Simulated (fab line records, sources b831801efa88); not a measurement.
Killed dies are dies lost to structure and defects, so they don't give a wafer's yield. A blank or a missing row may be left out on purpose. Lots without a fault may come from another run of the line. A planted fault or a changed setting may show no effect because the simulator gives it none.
Which tool did it? | flow sky130 | 13 lots, 39 wafers sampled, at 4 steps of a route of 708

WHAT THE GAUGES READ, wafer by wafer
SKY_SONOS_ONO_THK_MEAS_03.
lot  | measured     | on            | SONOS_ONO_CVD_02_THK (nm)
L467 | day 12 00:04 | film_metro-03 | 10.96 11.12 10.85
L468 | day 12 00:02 | film_metro-04 | 10.75 10.71 10.65
L470 | day 12 21:40 | film_metro-04 | 10.61 10.43 10.58
L471 | day 13 04:12 | film_metro-03 | 10.50 10.45 10.48
L474 | day 13 23:25 | film_metro-01 | 10.32 10.29 10.35
L475 | day 14 10:25 | film_metro-04 | 10.42 10.48 10.32
L476 | day 14 20:43 | film_metro-04 | 10.54 10.35 10.62
L477 | day 15 01:17 | film_metro-01 | 10.38 10.20 10.34
L478 | day 15 15:49 | film_metro-03 | 10.54 10.46 10.51
L479 | day 15 18:13 | film_metro-03 | 10.54 10.72 10.74
L488 | day 18 22:36 | film_metro-03 | 10.55 10.41 10.47
L487 | day 18 22:37 | film_metro-01 | 10.59 10.43 10.50
L489 | day 19 06:02 | film_metro-03 | 10.53 10.40 10.44

SKY_LDD_N_OVL_MEAS_07.
lot  | measured     | on         | LDD_N_OVL (nm)
L467 | day 18 06:36 | overlay-01 | -1.0 -0.3 -0.6
L468 | day 18 06:17 | overlay-02 | 2.2 1.3 1.8
L470 | day 19 08:57 | overlay-02 | 2.4 0.9 3.9
L471 | day 19 12:51 | overlay-02 | 1.0 2.1 3.1
L474 | day 20 15:13 | overlay-02 | 1.8 0.9 2.5
L475 | day 21 01:17 | overlay-02 | -2.0 -1.3 -0.8
L476 | day 21 11:17 | overlay-01 | 0.1 0.9 0.6
L477 | day 21 16:41 | overlay-02 | 2.9 1.2 1.3
L478 | day 22 06:25 | overlay-01 | -1.1 -0.7 -1.1
L479 | day 22 10:23 | overlay-01 | 1.5 1.0 1.7
L488 | day 25 17:21 | overlay-02 | 1.3 1.9 1.8
L487 | day 25 18:56 | overlay-02 | -0.4 0.0 0.7
L489 | day 26 00:10 | overlay-01 | 1.2 1.9 1.6

WHICH TOOL RAN EACH LOT (tool, then ch and the chambers of the sampled wafers, then the start)
lot  | SKY_VT_ADJUST_HVTR_STRIP_10          | SKY_POLY_GATE_SOFTBAKE_09
L467 | plasma_asher-03 ch 0,1, day 9 18:51  | litho_track-04 ch 0, day 16 07:00
L468 | plasma_asher-03 ch 0,1, day 9 20:58  | litho_track-02 ch 0, day 16 07:00
L470 | plasma_asher-03 ch 0,1, day 10 15:48 | litho_track-02 ch 0, day 17 08:00
L471 | plasma_asher-04 ch 0,1, day 10 23:20 | litho_track-02 ch 0, day 17 12:00
L474 | plasma_asher-03 ch 0,1, day 11 18:08 | litho_track-02 ch 0, day 18 13:00
L475 | plasma_asher-04 ch 0,1, day 12 00:38 | litho_track-03 ch 0, day 19 01:00
L476 | plasma_asher-01 ch 1, day 12 08:31   | litho_track-02 ch 0, day 19 10:00
L477 | plasma_asher-03 ch 0,1, day 12 18:41 | litho_track-03 ch 0, day 19 15:00
L478 | plasma_asher-01 ch 0,1, day 13 08:38 | litho_track-04 ch 0, day 20 07:00
L479 | plasma_asher-04 ch 1, day 13 08:56   | litho_track-02 ch 0, day 20 10:00
L488 | plasma_asher-04 ch 0,1, day 16 07:27 | litho_track-02 ch 0, day 23 18:00
L487 | plasma_asher-04 ch 0,1, day 16 08:47 | litho_track-03 ch 0, day 23 20:00
L489 | plasma_asher-01 ch 0,1, day 16 15:46 | litho_track-03 ch 0, day 24 01:00
- SKY_VT_ADJUST_HVTR_STRIP_10: strips in O2/N2.
- SKY_POLY_GATE_SOFTBAKE_09: time 90 s.

WHAT THE TOOLS THEMSELVES READ (means of the sampled wafers that have a number; where no wafer has one, the mark that the record gives instead)
SKY_VT_ADJUST_HVTR_STRIP_10.
lot  | tool            | drypump_motor_current_A (A) | oes_product_au (a.u.) | strip_time_to_endpoint_s (s)
L467 | plasma_asher-03 | 5.6                         | 0.715                 | 14.20
L468 | plasma_asher-03 | 5.9                         | 0.713                 | 14.11
L470 | plasma_asher-03 | 5.6                         | 0.719                 | 14.13
L471 | plasma_asher-04 | 5.8                         | 0.717                 | 14.16
L474 | plasma_asher-03 | 5.6                         | 0.719                 | 14.21
L475 | plasma_asher-04 | 5.6                         | 0.716                 | 14.19
L476 | plasma_asher-01 | 4.8                         | 0.713                 | 14.20
L477 | plasma_asher-03 | 5.9                         | 0.721                 | 14.15
L478 | plasma_asher-01 | 5.8                         | 0.715                 | 14.15
L479 | plasma_asher-04 | 5.3                         | 0.717                 | 14.17
L488 | plasma_asher-04 | 5.8                         | 0.716                 | 14.20
L487 | plasma_asher-04 | 5.6                         | 0.714                 | 14.17
L489 | plasma_asher-01 | 5.3                         | 0.715                 | 14.11

SKY_POLY_GATE_SOFTBAKE_09.
lot  | tool           | heater_power_total_W (W) | plate_temp_C (C)
L467 | litho_track-04 | 57.40                    | 99.98
L468 | litho_track-02 | 57.28                    | 99.98
L470 | litho_track-02 | 57.32                    | 99.91
L471 | litho_track-02 | 57.40                    | 99.87
L474 | litho_track-02 | 57.37                    | 100.02
L475 | litho_track-03 | 57.33                    | 99.99
L476 | litho_track-02 | 57.37                    | 99.83
L477 | litho_track-03 | 57.34                    | 99.91
L478 | litho_track-04 | 57.23                    | 99.95
L479 | litho_track-02 | 57.34                    | 99.85
L488 | litho_track-02 | 57.37                    | 99.89
L487 | litho_track-03 | 53.39                    | 95.00
L489 | litho_track-03 | 53.39                    | 94.86

THE ANSWER, worked out from the rows above alone
Rule: what is usual is taken from the lots themselves. Put in order of their means at a reading, lots are off if they are a third of the lots or fewer, leave a main group of 4 or more, and stand apart from it by a gap of 3 or more times the standard deviation of the main group's means; of several such gaps the widest counts. A main group whose means are all the same, to the digits that the tables above print for the reading, isn't used. A lot without any number at a reading at which 4 lots or more have one is off too. The other lots that the step has rows for count as sound. The gauges are gone through in route order, then the tools' own readings, and for those a lot's mean is taken as printed above. The first step at which some lot is off is used, and at that step the reading that is off furthest; a lot without a number counts as furthest.
Off: L487, L489, at SKY_POLY_GATE_SOFTBAKE_09 (plate_temp_C). The main group: mean 99.93 C, standard deviation 0.06.
A tool fits if, at that step or a process step before it, it ran every lot that is off, and no sound lot after the first of them. One fits: litho_track-03 at SKY_POLY_GATE_SOFTBAKE_09. Its last sound lot is L477 (day 19 15:00), its first lot that is off L487 (day 23 20:00): a fault that began between those two fits.
The tool's own readings at SKY_POLY_GATE_SOFTBAKE_09 bear it out: on the lots that are off they differ by more than 5 times the standard deviation of the sound lots' means. heater_power_total_W reads 53.39 W there against 57.34 W on the sound lots; plate_temp_C reads 94.93 C there against 99.93 C on the sound lots.

WHAT THE SIMULATOR HAD PUT IN
Process parameter drift: litho_track-03, from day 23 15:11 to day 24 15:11, at SKY_POLY_GATE_SOFTBAKE_09. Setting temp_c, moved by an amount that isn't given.
Lots struck among those shown: L487, L489. The rule above found the same.
